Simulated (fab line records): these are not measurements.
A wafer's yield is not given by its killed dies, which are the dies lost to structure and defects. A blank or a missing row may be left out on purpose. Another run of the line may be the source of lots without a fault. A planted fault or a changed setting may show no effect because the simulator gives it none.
Which tool was responsible? ; flow gf180mcu ; 12 lots, 36 wafers sampled, at 5 steps of a route of 602

WHAT EACH GAUGE READ, for each wafer
GF_M3_THK_MEAS_06: measures by xrf.
lot;measured;on;M3_ALCU_THK (nm)
L855;day 20 12:09;film_metro-04;447 445 445
L856;day 21 05:48;film_metro-04;446 446 450
L857;day 21 09:36;film_metro-01;444 446 441
L859;day 22 03:17;film_metro-02;430 463 463
L860;day 22 15:08;film_metro-02;421 447 444
L864;day 24 05:29;film_metro-04;446 450 449
L868;day 25 15:31;film_metro-02;431 436 438
L869;day 26 01:12;film_metro-02;450 454 446
L873;day 27 03:14;film_metro-01;439 439 441
L874;day 27 06:57;film_metro-01;440 446 443
L876;day 27 20:56;film_metro-04;440 440 438
L877;day 28 03:30;film_metro-04;444 443 446

TOOL THAT RAN EACH LOT (tool first, then ch and the chambers of the sampled wafers, then the start)
lot;GF_V2_CMP_26;GF_M3_SPUTTER_00;GF_M3_SPUTTER_02;GF_M3_SPUTTER_04
L855;cmp-02 ch 0,2, day 20 11:31;pvd_sputter-03, day 20 11:49;pvd_sputter-03, day 20 11:56;pvd_sputter-03, day 20 11:59
L856;cmp-02 ch 0,2,3, day 21 05:10;pvd_sputter-03, day 21 05:28;pvd_sputter-03, day 21 05:35;pvd_sputter-03, day 21 05:38
L857;cmp-01 ch 0,1,2, day 21 09:01;pvd_sputter-03, day 21 09:16;pvd_sputter-03, day 21 09:23;pvd_sputter-03, day 21 09:26
L859;cmp-02 ch 1,3, day 22 02:38;pvd_sputter-03, day 22 02:56;pvd_sputter-03, day 22 03:04;pvd_sputter-03, day 22 03:07
L860;cmp-02 ch 0,2,3, day 22 14:30;pvd_sputter-03, day 22 14:48;pvd_sputter-03, day 22 14:56;pvd_sputter-03, day 22 14:59
L864;cmp-02 ch 0,1, day 24 04:53;pvd_sputter-02, day 24 05:08;pvd_sputter-02, day 24 05:16;pvd_sputter-02, day 24 05:19
L868;cmp-01 ch 2,3, day 25 14:55;pvd_sputter-02, day 25 15:10;pvd_sputter-02, day 25 15:18;pvd_sputter-02, day 25 15:21
L869;cmp-02 ch 0,1,2, day 26 00:43;pvd_sputter-03, day 26 00:52;pvd_sputter-03, day 26 00:59;pvd_sputter-03, day 26 01:02
L873;cmp-01 ch 0,2,3, day 27 02:38;pvd_sputter-03, day 27 02:53;pvd_sputter-03, day 27 03:01;pvd_sputter-03, day 27 03:04
L874;cmp-01 ch 0,1,2, day 27 06:19;pvd_sputter-03, day 27 06:37;pvd_sputter-03, day 27 06:44;pvd_sputter-03, day 27 06:47
L876;cmp-01 ch 1,2,3, day 27 20:18;pvd_sputter-02, day 27 20:36;pvd_sputter-02, day 27 20:44;pvd_sputter-02, day 27 20:47
L877;cmp-01 ch 0,1,3, day 28 02:59;pvd_sputter-03, day 28 03:08;pvd_sputter-03, day 28 03:16;pvd_sputter-03, day 28 03:19
- GF_V2_CMP_26: polishes, stops on SiO2, t overpolish 15 s, target thk 0 nm.
- GF_M3_SPUTTER_00: material Ti, target thk 37.5 nm, time 150 s.
- GF_M3_SPUTTER_02: material AlCu, target thk 450 nm, time 23.9 s.
- GF_M3_SPUTTER_04: material TiN, target thk 50 nm, time 41.7 s.

WHAT THE TOOLS THEMSELVES READ (means of the sampled wafers that have a number; where no wafer has one, the mark that the record gives instead)
GF_V2_CMP_26.
lot;tool;motor_current_A (A);overpolish_run_s (s);slurry_filter_dp_kPa (kPa);time_to_endpoint_s (s)
L855;cmp-02;13.1;14.994;13.43;86
L856;cmp-02;11.5;15.002;13.65;81
L857;cmp-01;12.0;14.998;13.47;84
L859;cmp-02;8.7;14.998;13.53;82
L860;cmp-02;11.2;15.000;13.46;84
L864;cmp-02;10.2;15.002;13.47;84
L868;cmp-01;10.7;15.001;13.44;81
L869;cmp-02;10.7;15.007;13.50;85
L873;cmp-01;11.0;14.995;13.36;88
L874;cmp-01;11.7;14.993;13.54;83
L876;cmp-01;11.5;14.999;13.48;83
L877;cmp-01;11.5;14.998;13.56;84

GF_M3_SPUTTER_00.
lot;tool;cathode_dc_power_W (W);throttle_valve_pct (%)
L855;pvd_sputter-03;4000.6;30.4
L856;pvd_sputter-03;3999.9;30.3
L857;pvd_sputter-03;4000.1;30.4
L859;pvd_sputter-03;4000.0;31.1
L860;pvd_sputter-03;4000.8;29.7
L864;pvd_sputter-02;4000.5;30.4
L868;pvd_sputter-02;4000.0;30.0
L869;pvd_sputter-03;4000.2;30.1
L873;pvd_sputter-03;3999.7;30.6
L874;pvd_sputter-03;3999.5;29.9
L876;pvd_sputter-02;3999.9;30.0
L877;pvd_sputter-03;3999.9;29.7

GF_M3_SPUTTER_02.
lot;tool;cathode_dc_power_W (W);throttle_valve_pct (%)
L855;pvd_sputter-03;10400;30.6
L856;pvd_sputter-03;10401;30.7
L857;pvd_sputter-03;10400;30.1
L859;pvd_sputter-03;10400;31.0
L860;pvd_sputter-03;10399;29.5
L864;pvd_sputter-02;10401;30.4
L868;pvd_sputter-02;10399;30.1
L869;pvd_sputter-03;10400;30.0
L873;pvd_sputter-03;10400;30.5
L874;pvd_sputter-03;10400;29.6
L876;pvd_sputter-02;10399;30.1
L877;pvd_sputter-03;10401;29.9

GF_M3_SPUTTER_04.
lot;tool;cathode_dc_power_W (W);throttle_valve_pct (%)
L855;pvd_sputter-03;6499.1;30.5
L856;pvd_sputter-03;6498.6;30.5
L857;pvd_sputter-03;6500.4;30.3
L859;pvd_sputter-03;7699.1;31.0
L860;pvd_sputter-03;7698.1;29.8
L864;pvd_sputter-02;6500.7;30.5
L868;pvd_sputter-02;6500.0;30.1
L869;pvd_sputter-03;6500.0;30.0
L873;pvd_sputter-03;6499.5;30.6
L874;pvd_sputter-03;6499.0;29.6
L876;pvd_sputter-02;6499.2;30.1
L877;pvd_sputter-03;6500.6;29.5

THE ANSWER, worked out from the rows above alone
Rule: usual is defined by the lots themselves. The widest of any qualifying gaps counts: lots, ordered by their means at a reading, are off when they make up no more than a third of the lots, leave a main group of 4 or more, and stand apart from it by 3 or more times the standard deviation of that group's means. The tables above print the reading to a certain number of digits; a main group whose means all agree to those digits is not used. A lot without any number at a reading at which 4 lots or more have one is off too. All remaining lots with rows at the step are treated as sound. Order of review: gauges by route order, followed by the tools' own readings, for which a lot's mean as printed above is used. At the first step where some lot is off, the reading lying furthest off is the one used; lots without a number count as furthest.
Off, at GF_M3_SPUTTER_04 on cathode_dc_power_W: L859, L860. The main group has a mean of 6499.7 W with a standard deviation of 0.69.
A tool fits if, at that step or a process step before it, it ran every lot that is off, and no sound lot after the first of them. None of those tried fits.

WHAT WAS PUT IN BY THE SIMULATOR
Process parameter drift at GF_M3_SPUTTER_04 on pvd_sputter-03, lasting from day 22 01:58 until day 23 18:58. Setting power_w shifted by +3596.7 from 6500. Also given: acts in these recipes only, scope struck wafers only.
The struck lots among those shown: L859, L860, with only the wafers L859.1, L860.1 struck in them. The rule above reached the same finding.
